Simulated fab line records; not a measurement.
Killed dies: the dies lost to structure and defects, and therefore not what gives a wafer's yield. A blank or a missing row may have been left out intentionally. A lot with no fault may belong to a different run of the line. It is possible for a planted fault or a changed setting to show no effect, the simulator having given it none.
fab line records    flow gf180mcu
record: lots: 5  wafers: 15  lastDay: 34
route steps=602 shown CONTACT@307 M1@315 V1@335
lots that met no fault: taken from a fault-free run of the same line
startH: hours from the record's opening day to when the first of the lot's shown wafers began    waitH: hours from the lot's prior step to this one    " same as the row above    L1.1+2: one row covering several wafers at once    - value missing, or start not given    * or withheld: withheld    < > ~ a bound
route shown NAME@n: NAME is a module with steps in the file, n the number in the route of the first one    usual: the fault-free wafers' mean and standard deviation    same: alike in all rows    chamber/n: place in a boat    sites: each site's reading    _std_site: how widely they spread, as a standard deviation    _edge_site: outer sites' mean less inner sites'    radiusMm: for every site, how far away it sits from the centre of the wafer    mask NAME#n: copy n    behind: the most recent tool/chamber to have shaped the wafer    hold: the reason the lot was held/the length of the hold in hours/how it ended    device: the transistor (n, p or np) that didn't switch    end of line: tests of these same wafers at the route's end    a step without rows: its recipe alone    killed: dies that structure and defects cost at the first sort, which is not the same as the wafer's yield    map: dies across one wafer; x = killed, . = not, _ = none there
set.NAME: the run value of the setting; set.NAME@STEP: its run value at that earlier step    model.NAME: the simulator's own value behind a step, which no gauge read
lots at some steps of the route; a table a step, a row a wafer
services: a tool's chamber out of use, with start hour (startH, from the record's first day; less than 0 if before it), hours out, and reason
== steps ==
step: GF_CONTACT_CLEAN_20
recipe: chemistry: DIW
lot.wafer   tool         chamber  startH  waitH
L075.1+2+5  wetBench-01  3        370.26  0.0
L079.2+3+5  wetBench-02  3        411.25  0.0
L085.1+4+6  wetBench-02  0        459.30  0.0
L087.2+3+5  wetBench-03  1        481.37  0.0
L096.2+4+6  wetBench-01  0        550.29  0.0
step: GF_CONTACT_CLEAN_21
recipe: chemistry: dHF  timeS: 20  dilution: 100:1  dry: ipaMarangoni
lot.wafer   tool         chamber  startH  waitH
L075.1+2+5  wetBench-02  1        370.35  0.0
L079.2+3+5  wetBench-03  3        411.35  0.0
L085.1+4+6  wetBench-03  3        459.40  0.0
L087.2+3+5  wetBench-02  1        481.47  0.0
L096.2+4+6  wetBench-03  1        550.38  0.0
step: GF_CONTACT_SPUTTER_22
recipe: material: Ti  targetThkNm: 15  chamberPressurePa: 5  powerW: 2500  substrateTempC: 200  timeS: 80.02
usual: throttleValvePct: 30.5/0.99
lot.wafer  tool           chamber  startH  waitH  throttleValvePct
L075.1     pvdSputter-01  -        370.37  0.0    29.5
L075.2     "              -        "       "      29.9
L075.5     "              -        "       "      29.9
L079.2     pvdSputter-02  -        411.36  0.0    30.9
L079.3     "              -        "       "      31.8
L079.5     "              -        "       "      31.9
L085.1     pvdSputter-02  -        459.42  0.0    30.4
L085.4     "              -        "       "      30.4
L085.6     "              -        "       "      32.2
L087.2     pvdSputter-01  -        481.48  0.0    31.3
L087.3     "              -        "       "      29.5
L087.5     "              -        "       "      29.1
L096.2     pvdSputter-02  -        550.39  0.0    32.0
L096.4     "              -        "       "      30.0
L096.6     "              -        "       "      32.1
step: GF_CONTACT_SPUTTER_23
recipe: material: TiN  targetThkNm: 10  chamberPressurePa: 5  powerW: 4000  timeS: 40
usual: throttleValvePct: 30.5/1
lot.wafer  tool           chamber  startH  waitH  throttleValvePct
L075.1     pvdSputter-01  -        370.43  0.0    29.6
L075.2     "              -        "       "      29.7
L075.5     "              -        "       "      29.8
L079.2     pvdSputter-02  -        411.42  0.0    30.7
L079.3     "              -        "       "      32.0
L079.5     "              -        "       "      32.0
L085.1     pvdSputter-02  -        459.48  0.0    30.7
L085.4     "              -        "       "      30.3
L085.6     "              -        "       "      31.9
L087.2     pvdSputter-01  -        481.54  0.0    31.5
L087.3     "              -        "       "      29.5
L087.5     "              -        "       "      28.8
L096.2     pvdSputter-02  -        550.45  0.0    32.1
L096.4     "              -        "       "      29.9
L096.6     "              -        "       "      31.8
step: GF_CONTACT_CVD_24
recipe: material: W  targetThkNm: 300  timeS: 90.339  tempC: 400  pressureTorr: 40
usual: heaterPowerW: 916/62
lot.wafer  tool     chamber  startH  waitH  heaterPowerW
L075.1     cvdW-01  0        370.47  0.0    840
L075.2     "        1        "       "      937
L075.5     "        0        "       "      837
L079.2     cvdW-02  1        411.46  0.0    876
L079.3     "        1        "       "      850
L079.5     "        1        "       "      871
L085.1     cvdW-02  0        459.52  0.0    939
L085.4     "        1        "       "      873
L085.6     "        1        "       "      859
L087.2     cvdW-02  1        481.58  0.0    853
L087.3     "        0        "       "      989
L087.5     "        1        "       "      849
L096.2     cvdW-01  0        550.49  0.0    841
L096.4     "        1        "       "      986
L096.6     "        1        "       "      1006
step: GF_CONTACT_RS_MEAS_25
recipe: thkMeasGauge: four-point-probe  reads: W_of_CONTACT_CVD_24+TiN_of_CONTACT_SPUTTER_23+Ti_of_CONTACT_SPUTTER_22
usual: CONTACT_W_RS: 0.381/0.0049
lot.wafer  tool          chamber  startH  waitH  CONTACT_W_RS[ohm/sq]
L075.1     filmMetro-01  -        370.57  0.1    0.378
L075.2     "             -        "       "      0.382
L075.5     "             -        "       "      0.380
L079.2     filmMetro-03  -        411.58  0.1    0.383
L079.3     "             -        "       "      0.386
L079.5     "             -        "       "      0.387
L085.1     filmMetro-03  -        459.62  0.1    0.380
L085.4     "             -        "       "      0.373
L085.6     "             -        "       "      0.376
L087.2     filmMetro-03  -        481.70  0.1    0.376
L087.3     "             -        "       "      0.385
L087.5     "             -        "       "      0.375
L096.2     filmMetro-02  -        550.61  0.1    0.381
L096.4     "             -        "       "      0.381
L096.6     "             -        "       "      0.380
step: GF_CONTACT_THK_MEAS_26
recipe: thkMeasGauge: xrf  reads: W_of_CONTACT_CVD_24
usual: CONTACT_W_THK: 298/5.8
lot.wafer  tool          chamber  startH  waitH  CONTACT_W_THK[nm]
L075.1     filmMetro-01  -        370.69  0.1    304
L075.2     "             -        "       "      300
L075.5     "             -        "       "      302
L079.2     filmMetro-03  -        411.69  0.1    298
L079.3     "             -        "       "      297
L079.5     "             -        "       "      298
L085.1     filmMetro-03  -        459.74  0.1    298
L085.4     "             -        "       "      306
L085.6     "             -        "       "      302
L087.2     filmMetro-03  -        481.81  0.1    308
L087.3     "             -        "       "      299
L087.5     "             -        "       "      305
L096.2     filmMetro-02  -        550.72  0.1    294
L096.4     "             -        "       "      293
L096.6     "             -        "       "      293
step: GF_CONTACT_CMP_27
recipe: stopOn: SiO2  downForcePsi: 3.5  platenRpm: 60  tOverpolishS: 15  targetThkNm: 0  padVelocityMS: 0.94248
usual: headPressurePsi: 3.499/0.0076  motorCurrentA: 11.3/1.1  overpolishRunS: 14.999/0.0098  slurryFlowMlMin: 150.0/0.48  timeToEndpointS: 73/4.4
lot.wafer  tool    chamber  startH  waitH  headPressurePsi  motorCurrentA  overpolishRunS  slurryFlowMlMin  timeToEndpointS
L075.1     cmp-02  1        370.85  0.1    3.495            12.6           15.017          149.1            82
L075.2     "       2        "       "      3.503            12.6           14.995          150.2            79
L075.5     "       3        "       "      3.506            11.4           14.991          149.4            72
L079.3     cmp-01  2        411.74  0.0    3.509            12.2           14.993          149.9            78
L079.2     "       0        "       "      3.508            9.1            14.993          150.0            68
L079.5     "       2        "       "      3.511            11.5           14.991          150.0            77
L085.4     cmp-02  1        459.80  0.0    3.495            12.4           15.000          149.6            71
L085.1     "       2        "       "      3.494            13.0           15.002          150.9            70
L085.6     "       1        "       "      3.497            12.0           14.990          149.4            73
L087.2     cmp-02  2        481.86  0.0    3.498            12.1           15.005          149.8            78
L087.3     "       3        "       "      3.508            11.2           15.014          150.4            69
L087.5     "       2        "       "      3.505            12.8           14.998          150.3            77
L096.4     cmp-02  0        550.77  0.0    3.483            10.9           14.989          149.5            70
L096.2     "       3        "       "      3.490            11.0           14.997          149.4            71
L096.6     "       1        "       "      3.502            11.4           14.981          149.8            76
step: GF_M1_SPUTTER_00
recipe: material: Ti  targetThkNm: 37.5  arrivingIonEnergyEv: 80  substrateTempC: 200  chamberPressurePa: 2  powerW: 4000  timeS: 150
usual: throttleValvePct: 30.7/0.83
lot.wafer  tool           chamber  startH  waitH  throttleValvePct
L075.1     pvdSputter-03  -        371.05  0.1    30.0
L075.2     "              -        "       "      31.9
L075.5     "              -        "       "      31.8
L079.2     pvdSputter-02  -        412.04  0.1    30.7
L079.3     "              -        "       "      30.0
L079.5     "              -        "       "      29.6
L085.1     pvdSputter-04  -        460.10  0.2    30.9
L085.4     "              -        "       "      29.8
L085.6     "              -        "       "      32.5
L087.2     pvdSputter-04  -        482.18  0.3    32.0
L087.3     "              -        "       "      29.9
L087.5     "              -        "       "      31.1
L096.2     pvdSputter-03  -        551.07  0.1    31.5
L096.4     "              -        "       "      29.9
L096.6     "              -        "       "      31.6
step: GF_M1_SPUTTER_01
recipe: material: TiN  targetThkNm: 30  powerW: 6500  timeS: 25  chamberPressurePa: 0.4
usual: throttleValvePct: 30.7/0.83
lot.wafer  tool           chamber  startH  waitH  throttleValvePct
L075.1     pvdSputter-03  -        371.15  0.1    30.0
L075.2     "              -        "       "      31.8
L075.5     "              -        "       "      31.5
L079.2     pvdSputter-02  -        412.14  0.1    30.6
L079.3     "              -        "       "      29.6
L079.5     "              -        "       "      29.8
L085.1     pvdSputter-04  -        460.20  0.1    31.1
L085.4     "              -        "       "      29.8
L085.6     "              -        "       "      32.2
L087.2     pvdSputter-04  -        482.28  0.1    32.1
L087.3     "              -        "       "      29.5
L087.5     "              -        "       "      31.3
L096.2     pvdSputter-03  -        551.17  0.1    31.5
L096.4     "              -        "       "      30.0
L096.6     "              -        "       "      31.5
step: GF_M1_SPUTTER_02
recipe: material: AlCu  targetThkNm: 450  powerW: 10600  timeS: 23.9  chamberPressurePa: 0.4
usual: throttleValvePct: 30.7/0.82
lot.wafer  tool           chamber  startH  waitH  throttleValvePct
L075.1     pvdSputter-03  -        371.18  0.0    30.2
L075.2     "              -        "       "      31.9
L075.5     "              -        "       "      31.6
L079.2     pvdSputter-02  -        412.17  0.0    30.4
L079.3     "              -        "       "      29.8
L079.5     "              -        "       "      29.8
L085.1     pvdSputter-04  -        460.23  0.0    30.8
L085.4     "              -        "       "      30.0
L085.6     "              -        "       "      32.2
L087.2     pvdSputter-04  -        482.31  0.0    32.5
L087.3     "              -        "       "      29.9
L087.5     "              -        "       "      31.1
L096.2     pvdSputter-03  -        551.20  0.0    31.5
L096.4     "              -        "       "      30.2
L096.6     "              -        "       "      31.5
step: GF_M1_SPUTTER_03
recipe: material: Ti  targetThkNm: 10  substrateTempC: 300  chamberPressurePa: 0.3  powerW: 3000  timeS: 6.7
usual: throttleValvePct: 30.7/0.84
lot.wafer  tool           chamber  startH  waitH  throttleValvePct
L075.1     pvdSputter-03  -        371.21  0.0    30.3
L075.2     "              -        "       "      31.7
L075.5     "              -        "       "      31.7
L079.2     pvdSputter-02  -        412.20  0.0    30.8
L079.3     "              -        "       "      29.8
L079.5     "              -        "       "      29.9
L085.1     pvdSputter-04  -        460.26  0.0    31.0
L085.4     "              -        "       "      29.7
L085.6     "              -        "       "      32.4
L087.2     pvdSputter-04  -        482.34  0.0    32.3
L087.3     "              -        "       "      29.6
L087.5     "              -        "       "      30.9
L096.2     pvdSputter-03  -        551.23  0.0    31.5
L096.4     "              -        "       "      30.1
L096.6     "              -        "       "      31.6
step: GF_M1_SPUTTER_04
recipe: material: TiN  targetThkNm: 50  powerW: 6500  timeS: 41.7  chamberPressurePa: 0.4
usual: throttleValvePct: 30.7/0.82
lot.wafer  tool           chamber  startH  waitH  throttleValvePct
L075.1     pvdSputter-03  -        371.23  0.0    30.1
L075.2     "              -        "       "      31.8
L075.5     "              -        "       "      31.5
L079.2     pvdSputter-02  -        412.22  0.0    30.4
L079.3     "              -        "       "      29.9
L079.5     "              -        "       "      29.8
L085.1     pvdSputter-04  -        460.28  0.0    30.9
L085.4     "              -        "       "      29.7
L085.6     "              -        "       "      32.0
L087.2     pvdSputter-04  -        482.37  0.0    32.3
L087.3     "              -        "       "      29.7
L087.5     "              -        "       "      30.7
L096.2     pvdSputter-03  -        551.25  0.0    31.6
L096.4     "              -        "       "      30.4
L096.6     "              -        "       "      31.7
step: GF_M1_RS_MEAS_05
recipe: thkMeasGauge: four-point-probe  reads: TiN_of_M1_SPUTTER_04+Ti_of_M1_SPUTTER_03+AlCu_of_M1_SPUTTER_02+TiN_of_M1_SPUTTER_01+Ti_of_M1_SPUTTER_00
usual: M1_ALCU_RS: 0.0693/0.00089
lot.wafer  tool          chamber  startH  waitH  M1_ALCU_RS[ohm/sq]
L075.1     filmMetro-03  -        371.27  0.0    0.0704
L075.2     "             -        "       "      0.0688
L075.5     "             -        "       "      0.0685
L079.2     filmMetro-01  -        412.28  0.0    0.0691
L079.3     "             -        "       "      0.0685
L079.5     "             -        "       "      0.0687
L085.1     filmMetro-01  -        460.32  0.0    0.0694
L085.4     "             -        "       "      0.0700
L085.6     "             -        "       "      0.0686
L087.2     filmMetro-01  -        482.43  0.0    0.0702
L087.3     "             -        "       "      0.0697
L087.5     "             -        "       "      0.0701
L096.2     filmMetro-04  -        551.34  0.1    0.0697
L096.4     "             -        "       "      0.0697
L096.6     "             -        "       "      0.0694
step: GF_M1_THK_MEAS_06
recipe: thkMeasGauge: xrf  reads: AlCu_of_M1_SPUTTER_02
usual: M1_ALCU_THK: 449/6.1
lot.wafer  tool          chamber  startH  waitH  M1_ALCU_THK[nm]
L075.1     filmMetro-03  -        371.39  0.1    440
L075.2     "             -        "       "      452
L075.5     "             -        "       "      453
L079.2     filmMetro-01  -        412.39  0.1    452
L079.3     "             -        "       "      456
L079.5     "             -        "       "      455
L085.1     filmMetro-01  -        460.44  0.1    452
L085.4     "             -        "       "      453
L085.6     "             -        "       "      457
L087.2     filmMetro-01  -        482.54  0.1    445
L087.3     "             -        "       "      448
L087.5     "             -        "       "      445
L096.2     filmMetro-04  -        551.45  0.1    448
L096.4     "             -        "       "      446
L096.6     "             -        "       "      447
step: GF_M1_DEHYDRATE_07
recipe: tempC: 200  timeS: 60
lot.wafer   tool           chamber  startH  waitH
L075.1+2+5  lithoTrack-04  0        382.28  10.9
L079.2+3+5  lithoTrack-01  0        423.72  11.3
L085.1+4+6  lithoTrack-04  0        472.13  11.7
L087.2+3+5  lithoTrack-01  0        493.87  11.3
L096.2+4+6  lithoTrack-01  0        560.52  9.1
step: GF_M1_HMDS_08
recipe: primeTimeS: 60  primeTempC: 120
lot.wafer   tool           chamber  startH  waitH
L075.1+2+5  lithoTrack-04  0        382.43  0.1
L079.2+3+5  lithoTrack-01  0        423.87  0.1
L085.1+4+6  lithoTrack-04  0        472.28  0.1
L087.2+3+5  lithoTrack-01  0        494.02  0.1
L096.2+4+6  lithoTrack-01  0        560.67  0.1
step: GF_M1_COAT_09
recipe: resist: KrF  spinRpm: withheld  resistThkNm: 1000
lot.wafer   tool           chamber  startH  waitH
L075.1+2+5  lithoTrack-04  0        382.58  0.1
L079.2+3+5  lithoTrack-01  0        424.02  0.1
L085.1+4+6  lithoTrack-04  0        472.43  0.1
L087.2+3+5  lithoTrack-01  0        494.17  0.1
L096.2+4+6  lithoTrack-01  0        560.82  0.1
step: GF_M1_SOFTBAKE_10
recipe: tempC: 130  timeS: 60  resist: KrF
lot.wafer   tool           chamber  startH  waitH
L075.1+2+5  lithoTrack-04  0        382.73  0.1
L079.2+3+5  lithoTrack-01  0        424.17  0.1
L085.1+4+6  lithoTrack-04  0        472.58  0.1
L087.2+3+5  lithoTrack-01  0        494.32  0.1
L096.2+4+6  lithoTrack-01  0        560.97  0.1
step: GF_M1_EXPOSE_11
recipe: maskId: Metal1  targetCdNm: 230  na: 0.68  sourceShape: conventional  sigmaOuter: 0.6  doseMj: 28
usual: stageVelMmS: 500.04/0.26
same: na: 0.68
lot.wafer  tool           chamber  startH  waitH  mask      stageVelMmS
L075.1     krfScanner-02  0        -       -      Metal1#0  500.41
L075.2     "              0        "       "      Metal1#0  500.69
L075.5     "              0        "       "      Metal1#0  500.49
L079.2     krfScanner-02  0        -       -      Metal1#0  500.03
L079.3     "              0        "       "      Metal1#0  500.20
L079.5     "              0        "       "      Metal1#0  499.76
L085.1     krfScanner-01  0        -       -      Metal1#0  500.14
L085.4     "              0        "       "      Metal1#0  499.82
L085.6     "              0        "       "      Metal1#0  500.20
L087.2     krfScanner-02  0        -       -      Metal1#0  500.30
L087.3     "              0        "       "      Metal1#0  499.79
L087.5     "              0        "       "      Metal1#0  500.02
L096.2     krfScanner-01  0        -       -      Metal1#0  500.05
L096.4     "              0        "       "      Metal1#0  500.35
L096.6     "              0        "       "      Metal1#0  499.94
step: GF_M1_PEB_12
recipe: pebTempC: 135  pebTimeS: 90  resist: KrF
same: pebTimeS: 90
lot.wafer   tool           chamber  startH  waitH
L075.1+2+5  lithoTrack-02  0        -       -
L079.2+3+5  lithoTrack-02  0        -       -
L085.1+4+6  lithoTrack-02  0        -       -
L087.2+3+5  lithoTrack-01  0        -       -
L096.2+4+6  lithoTrack-02  0        -       -
step: GF_M1_DEVELOP_13
recipe: developTimeS: 60  devTempC: 21
same: developTimeS: 60
lot.wafer   tool           chamber  startH  waitH
L075.1+2+5  lithoTrack-02  0        393.46  0.2
L079.2+3+5  lithoTrack-02  0        436.23  0.2
L085.1+4+6  lithoTrack-02  0        484.36  0.2
L087.2+3+5  lithoTrack-01  0        506.32  0.2
L096.2+4+6  lithoTrack-02  0        572.68  0.2
step: GF_M1_CD_MEAS_14
recipe: targetCdNm: 230
usual: cdNm: 229.5/1.1
lot.wafer  tool      chamber  startH  waitH  cdNm
L075.1     cdSem-01  -        393.61  0.1    230.0
L075.2     "         -        "       "      228.9
L075.5     "         -        "       "      229.1
L079.2     cdSem-02  -        436.38  0.1    229.0
L079.3     "         -        "       "      228.1
L079.5     "         -        "       "      229.8
L085.1     cdSem-01  -        484.51  0.1    229.2
L085.4     "         -        "       "      229.5
L085.6     "         -        "       "      230.3
L087.2     cdSem-02  -        506.46  0.1    230.0
L087.3     "         -        "       "      230.5
L087.5     "         -        "       "      229.4
L096.2     cdSem-01  -        572.83  0.1    230.3
L096.4     "         -        "       "      230.5
L096.6     "         -        "       "      230.4
step: GF_M1_OVL_MEAS_15
usual: M1_OVL: 1/6.3
lot.wafer  tool        chamber  startH  waitH  M1_OVL[nm]
L075.1     overlay-02  -        393.73  0.1    -2
L075.2     "           -        "       "      3
L075.5     "           -        "       "      -4
L079.2     overlay-01  -        436.48  0.1    -1
L079.3     "           -        "       "      -7
L079.5     "           -        "       "      1
L085.1     overlay-02  -        484.63  0.1    -1
L085.4     "           -        "       "      -17
L085.6     "           -        "       "      -7
L087.2     overlay-01  -        506.57  0.1    6
L087.3     "           -        "       "      -1
L087.5     "           -        "       "      8
L096.2     overlay-02  -        572.93  0.1    -3
L096.4     "           -        "       "      3
L096.6     "           -        "       "      11
step: GF_M1_METAL_ETCH_16
recipe: chemistry: Cl2/BCl3  maskMaterial: KrF  targetDepthNm: 627.5  stopOn: SiO2  pressureMtorr: 8  icpW: 800  biasW: 140  Cl2_flow_sccm: 80  bcl3FlowSccm: 40  timeS: 104.6
usual: drypumpMotorCurrentA: 5.6/0.35  oesProductAu: 0.973/0.0068  throttleValvePct: 28.249/0.011
lot.wafer  tool         chamber  startH  waitH  drypumpMotorCurrentA  oesProductAu  rfHoursCounterH  throttleValvePct
L075.1     rieMetal-04  1        393.77  0.0    5.2                   0.960         12               28.242
L075.2     "            0        "       "      4.9                   0.974         5                28.250
L075.5     "            0        "       "      4.9                   0.973         -                28.239
L079.2     rieMetal-01  1        436.51  0.0    5.7                   0.974         5                28.247
L079.3     "            1        "       "      5.7                   0.980         -                28.256
L079.5     "            1        "       "      5.7                   0.979         -                28.249
L085.1     rieMetal-01  0        484.66  0.0    6.1                   0.971         0                28.250
L085.4     "            0        "       "      6.1                   0.965         -                28.254
L085.6     "            1        "       "      5.8                   0.975         -                28.239
L087.2     rieMetal-01  1        506.60  0.0    5.8                   0.968         7                28.251
L087.3     "            1        "       "      5.7                   0.980         -                28.261
L087.5     "            0        "       "      6.0                   0.970         -                28.247
L096.2     rieMetal-02  1        572.96  0.0    5.6                   0.965         2                28.247
L096.4     "            1        "       "      5.6                   0.967         -                28.237
L096.6     "            1        "       "      5.6                   0.968         -                28.258
step: GF_M1_STRIP_17
recipe: chemistry: O2/N2  powerW: 1400  pressureMtorr: 1500  platenTempC: 250  o2FlowSccm: 3000  n2FlowSccm: 300  overashFraction: 0.5
usual: drypumpMotorCurrentA: 5.9/0.49  heaterPowerW: 348/22  oesProductAu: 0.556/0.0048  platenTempC: 250.02/0.18  stripTimeToEndpointS: 7.85/0.039
lot.wafer  tool            chamber  startH  waitH  drypumpMotorCurrentA  heaterPowerW  oesProductAu  platenTempC  rfHoursCounterH  stripTimeToEndpointS
L075.1     plasmaAsher-04  1        393.88  0.1    6.4                   361           0.545         249.90       75               7.83
L075.2     "               0        "       "      5.4                   347           0.559         250.17       75               7.90
L075.5     "               1        "       "      6.4                   363           0.560         249.83       -                7.93
L079.2     plasmaAsher-01  0        436.63  0.1    6.8                   360           0.564         249.98       34               7.88
L079.3     "               0        "       "      6.8                   348           0.558         250.13       -                7.85
L079.5     "               1        "       "      5.7                   286           0.559         249.77       -                7.87
L085.1     plasmaAsher-01  0        484.78  0.1    6.9                   354           0.557         249.97       39               7.76
L085.4     "               0        "       "      6.8                   367           0.556         250.44       -                7.78
L085.6     "               0        "       "      6.9                   344           0.554         250.20       -                7.86
L087.2     plasmaAsher-04  1        506.71  0.1    6.4                   364           0.554         250.45       87               7.84
L087.3     "               0        "       "      5.5                   349           0.557         250.09       -                7.85
L087.5     "               0        "       "      5.5                   346           0.559         250.18       -                7.78
L096.2     plasmaAsher-04  1        573.07  0.1    6.4                   357           0.554         249.80       94               7.83
L096.4     "               0        "       "      5.5                   356           0.559         249.81       -                7.80
L096.6     "               0        "       "      5.5                   339           0.567         249.71       -                7.83
step: GF_M1_STRIP_18
recipe: chemistry: postEtchResidueRemover  timeS: 1200  tempC: 72.5
usual: bathGuardTempC: 72.2/0.5
lot.wafer  tool         chamber  startH  waitH  bathGuardTempC
L075.1     wetBench-03  2        393.98  0.1    72.4
L075.2     "            2        "       "      72.5
L075.5     "            2        "       "      72.5
L079.2     wetBench-03  3        436.73  0.1    72.5
L079.3     "            3        "       "      72.7
L079.5     "            3        "       "      72.9
L085.1     wetBench-04  0        484.88  0.1    72.1
L085.4     "            0        "       "      71.9
L085.6     "            0        "       "      72.0
L087.2     wetBench-04  0        506.81  0.1    71.5
L087.3     "            0        "       "      72.1
L087.5     "            0        "       "      71.8
L096.2     wetBench-03  3        573.17  0.1    72.6
L096.4     "            3        "       "      72.8
L096.6     "            3        "       "      72.7
step: GF_M1_CLEAN_19
recipe: chemistry: DIW  dry: n2Spin
lot.wafer   tool         chamber  startH  waitH
L075.1+2+5  wetBench-01  0        394.35  0.0
L079.2+3+5  wetBench-04  2        437.41  0.0
L085.1+4+6  wetBench-01  1        485.22  0.0
L087.2+3+5  wetBench-03  2        507.15  0.0
L096.2+4+6  wetBench-04  0        573.55  0.0
step: GF_V1_CVD_00
recipe: material: SiO2  targetThkNm: 600  sigmaOpenFrac: 0.3  tempC: 400  timeS: 100  sih4FlowSccm: 60  pressureMtorr: 6
lot.wafer   tool       chamber  startH  waitH
L075.1+2+5  hdpcvd-02  2,1,1    394.53  0.0
L079.2+3+5  hdpcvd-02  1,0,1    437.51  0.0
L085.1+4+6  hdpcvd-02  0,0,1    485.31  0.0
L087.2+3+5  hdpcvd-02  1,2,1    507.24  0.0
L096.2+4+6  hdpcvd-02  2,0,2    573.65  0.0
step: GF_V1_THK_MEAS_01
recipe: reads: SiO2_of_V1_CVD_00
usual: V1_CVD_00_THK: 602/7.7
lot.wafer  tool          chamber  startH  waitH  V1_CVD_00_THK[nm]
L075.1     filmMetro-04  -        394.61  0.0    620
L075.2     "             -        "       "      590
L075.5     "             -        "       "      594
L079.2     filmMetro-04  -        437.59  0.0    587
L079.3     "             -        "       "      596
L079.5     "             -        "       "      592
L085.1     filmMetro-01  -        485.38  0.0    604
L085.4     "             -        "       "      604
L085.6     "             -        "       "      603
L087.2     filmMetro-01  -        507.33  0.0    598
L087.3     "             -        "       "      614
L087.5     "             -        "       "      599
L096.2     filmMetro-01  -        573.73  0.0    605
L096.4     "             -        "       "      612
L096.6     "             -        "       "      609
step: GF_V1_CVD_02
recipe: material: SiO2  targetThkNm: 850  precursor: TEOS  tempC: 400  timeS: 94.851  rfW: 600
usual: heaterPowerW: 672/80
lot.wafer  tool      chamber  startH  waitH  heaterPowerW
L075.1     pecvd-02  2        394.67  0.1    627
L075.2     "         0        "       "      848
L075.5     "         0        "       "      691
L079.2     pecvd-03  0        437.64  0.0    543
L079.3     "         1        "       "      627
L079.5     "         0        "       "      588
L085.1     pecvd-03  1        485.44  0.1    679
L085.4     "         2        "       "      678
L085.6     "         0        "       "      629
L087.2     pecvd-04  1        507.38  0.0    715
L087.3     "         0        "       "      667
L087.5     "         1        "       "      740
L096.2     pecvd-03  0        573.78  0.0    526
L096.4     "         2        "       "      597
L096.6     "         0        "       "      568
step: GF_V1_THK_MEAS_03
recipe: reads: SiO2_of_V1_CVD_02
usual: V1_CVD_02_THK: 843/12
lot.wafer  tool          chamber  startH  waitH  V1_CVD_02_THK[nm]
L075.1     filmMetro-02  -        394.73  0.0    821
L075.2     "             -        "       "      835
L075.5     "             -        "       "      845
L079.2     filmMetro-01  -        437.72  0.0    837
L079.3     "             -        "       "      846
L079.5     "             -        "       "      849
L085.1     filmMetro-02  -        485.51  0.0    854
L085.4     "             -        "       "      856
L085.6     "             -        "       "      848
L087.2     filmMetro-02  -        507.45  0.0    823
L087.3     "             -        "       "      826
L087.5     "             -        "       "      841
L096.2     filmMetro-04  -        573.86  0.0    844
L096.4     "             -        "       "      856
L096.6     "             -        "       "      855
step: GF_V1_CMP_04
recipe: material: SiO2  downForcePsi: 4  platenRpm: 60  padVelocityMS: 0.94248
usual: headPressurePsi: 4.001/0.0086  motorCurrentA: 12.3/1.2  slurryFlowMlMin: 150.0/0.53  timeToEndpointS: 79/6.7
lot.wafer  tool    chamber  startH  waitH  headPressurePsi  motorCurrentA  slurryFlowMlMin  timeToEndpointS
L075.1     cmp-02  1        394.79  0.1    4.004            14.1           151.2            76
L075.2     "       2        "       "      3.994            13.7           149.8            81
L075.5     "       1        "       "      4.009            13.3           150.5            87
L079.3     cmp-02  2        437.87  0.1    4.013            14.0           150.3            77
L079.2     "       3        "       "      3.995            11.9           150.0            70
L079.5     "       1        "       "      4.004            13.7           149.8            78
L085.1     cmp-02  2        485.57  0.1    4.005            13.6           150.2            83
L085.4     "       1        "       "      4.005            12.7           150.1            86
L085.6     "       2        "       "      3.986            13.3           150.9            81
L087.3     cmp-01  2        507.55  0.1    3.991            12.4           149.5            79
L087.2     "       0        "       "      4.003            9.9            149.6            67
L087.5     "       2        "       "      3.998            12.9           150.5            86
L096.4     cmp-02  0        573.91  0.0    3.996            11.3           150.4            77
L096.2     "       3        "       "      3.987            12.6           150.0            75
L096.6     "       1        "       "      3.987            13.7           150.2            84
== services ==
tool           chamber  startH  hours  kind
wetBench-02    -        349.78  2.1    repair
krfScanner-02  -        353.28  1.5    repair
wetBench-04    -        357.49  5.2    repair
cvdW-02        1        365.94  7.3    repair
rieMetal-01    0        370.10  16.2   repair
cvdW-02        -        390.00  14.0   pm
cvdW-02        -        396.79  2.3    repair
cvdW-02        -        398.56  0.5    repair
cmp-02         -        404.14  4.0    pm
cmp-02         -        422.83  12.5   pm
krfScanner-02  -        423.84  0.3    repair
hdpcvd-02      2        438.18  11.6   repair
pecvd-03       2        438.87  3.7    repair
cvdW-02        -        452.12  0.5    repair
krfScanner-02  -        453.10  1.0    pm
cmp-02         -        456.09  1.6    repair
cmp-02         -        473.59  7.1    pm
wetBench-03    -        482.94  3.6    repair
pvdSputter-03  -        485.76  4.1    repair
cmp-02         -        507.97  1.7    repair
hdpcvd-02      -        539.21  14.6   pm
pvdSputter-01  -        539.58  2.1    repair
pvdSputter-03  -        565.80  0.5    repair
pvdSputter-01  -        572.49  0.8    repair
== key ==
fault none
